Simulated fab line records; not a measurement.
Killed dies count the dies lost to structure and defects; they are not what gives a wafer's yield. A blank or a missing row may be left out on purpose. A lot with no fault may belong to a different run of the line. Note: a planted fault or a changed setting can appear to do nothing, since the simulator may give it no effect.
Comparing a struck lot with a sound one	flow sky130	16 steps out of a route of 708
Sound: the wafers L541.2, L541.4, L541.6. Struck: wafer L549.2. (L549.1 of the same lot was not struck and is left out.) The cause comes at the end.
Per side, at each step with rows, come the tool, then ch with its chambers, and then its first start. Under that, the readings that differ: sound wafers	struck wafers	difference of the means	sigmas: that difference in standard deviations of wafers without a fault.
alike: a reading whose means differ by less than 2 such deviations, as well as words and numbers matching on both sides. not compared: withheld readings; readings where some wafer has no value; bounds like >300 that might hide an equal value; numbers whose values overlap and for which the record gives no deviation.
Wherever a step has rows on one side only, a row that says differs or no value, or a row with sigmas, the two part there. Numbers that don't overlap but have no deviation are shown without sigmas and don't part them. A reading missing from all wafers of one side parts the sides only when that side holds two or more wafers.

first, 2 steps without rows for these wafers: SKY_VT_ADJUST_PCH_PEB_05; SKY_VT_ADJUST_PCH_DEVELOP_06 (develop time 60 s).
SKY_VT_ADJUST_PCH_OVL_MEAS_07:
  sound: overlay-01 at day 10 21:28; struck: overlay-01 at day 13 17:19
  alike: VT_ADJUST_PCH_OVL
following that, these wafers have no rows for 1 step: SKY_VT_ADJUST_PCH_IMPLANT_08.
SKY_VT_ADJUST_PCH_STRIP_09: strips in O2/N2.
  sound on plasma_asher-02 ch 0,1, day 10 21:39; struck on plasma_asher-04 ch 0, day 13 17:30
  alike: drypump_motor_current_A, o2_flow_sccm, oes_product_au, strip_time_to_endpoint_s
  not compared: rf_hours_counter_h
SKY_VT_ADJUST_PCH_TW_MEAS_10:
  sound: film_metro-03 at day 10 21:46; struck: film_metro-02 at day 13 17:36
  alike: VT_ADJUST_PCH_TW
then, 6 steps without rows for these wafers: SKY_SONOS_TUNNEL_DEHYDRATE_00 (time 60 s); SKY_SONOS_TUNNEL_HMDS_01 (prime time 60 s); SKY_SONOS_TUNNEL_COAT_02 (resist thk 1140 nm); SKY_SONOS_TUNNEL_SOFTBAKE_03 (time 60 s); SKY_SONOS_TUNNEL_EXPOSE_04 (exposes mask TUNM, target cd 410 nm); SKY_SONOS_TUNNEL_PEB_05.
SKY_SONOS_TUNNEL_DEVELOP_06: develop time 60 s.
  sound on litho_track-01 ch 0, day 11 20:05; struck on litho_track-01 ch 0, day 14 19:37
  alike: resist_line_temp_C
SKY_SONOS_TUNNEL_CD_MEAS_07: target cd 410 nm.
  sound: cd_sem-02 at day 11 20:14; struck: cd_sem-01 at day 14 19:46
reading	sound	struck	difference	sigmas
cd_nm (nm)	410.4 410.7 412.6	400.9	-10.3	-4
SKY_SONOS_TUNNEL_OVL_MEAS_08:
  sound: overlay-02 at day 11 20:20; struck: overlay-01 at day 14 19:53
  alike: SONOS_TUNNEL_OVL
following that, these wafers have no rows for 1 step: SKY_PAD_OPEN_PROBE_99.

WHERE THEY PART
Only at SKY_SONOS_TUNNEL_CD_MEAS_07, within this record. Later steps at which nothing parts them and some readings are alike: SKY_SONOS_TUNNEL_OVL_MEAS_08.

WHY: what the simulator had put in
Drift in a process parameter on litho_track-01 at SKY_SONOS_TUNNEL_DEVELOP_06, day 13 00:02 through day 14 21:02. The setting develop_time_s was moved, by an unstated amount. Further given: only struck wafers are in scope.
